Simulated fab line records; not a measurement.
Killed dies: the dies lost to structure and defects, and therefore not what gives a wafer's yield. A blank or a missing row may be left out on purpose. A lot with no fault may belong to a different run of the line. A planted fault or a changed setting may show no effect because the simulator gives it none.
Which of the tools did it? -- flow gf180mcu -- route of 602 steps, sampled at 1 step: 7 lots, 21 wafers

## WHAT EACH GAUGE READ, for each wafer
GF_POLY_GATE_THK_MEAS_17.
lot,measured,on,POLY_GATE_OXIDATION_THK (nm)
L426,day 9 12:02,film-metro-02,3.82 3.87 3.85
L429,day 10 08:40,film-metro-01,4.00 4.08 4.09
L436,day 12 16:16,film-metro-01,3.93 4.02 4.01
L441,day 14 02:08,film-metro-02,4.00 4.03 3.97
L444,day 15 01:39,film-metro-02,3.91 3.87 3.91
L446,day 15 22:05,film-metro-04,4.16 4.08 4.14
L447,day 16 08:50,film-metro-01,3.96 3.92 4.00

## EACH LOT AND THE TOOL THAT RAN IT (in order: tool; ch and the chambers of the sampled wafers; start)
The record holds no process step before these readings.

## THE ANSWER, worked out from the rows above alone
Rule: the lots themselves supply what counts as usual. Put in order of their means at a reading, lots are off if they are a third of the lots or fewer, leave a main group of 4 or more, and stand apart from it by a gap of 3 or more times the standard deviation of the main group's means; of several such gaps the widest counts. The tables above print the reading to a certain number of digits; a main group whose means all agree to those digits is not used. Also off: a lot with no number at a reading for which 4 or more lots have one. The other lots that the step has rows for count as sound.
No lot is off on any of the readings shown, so nothing can be concluded from this.

## WHAT THE SIMULATOR HAD INSERTED
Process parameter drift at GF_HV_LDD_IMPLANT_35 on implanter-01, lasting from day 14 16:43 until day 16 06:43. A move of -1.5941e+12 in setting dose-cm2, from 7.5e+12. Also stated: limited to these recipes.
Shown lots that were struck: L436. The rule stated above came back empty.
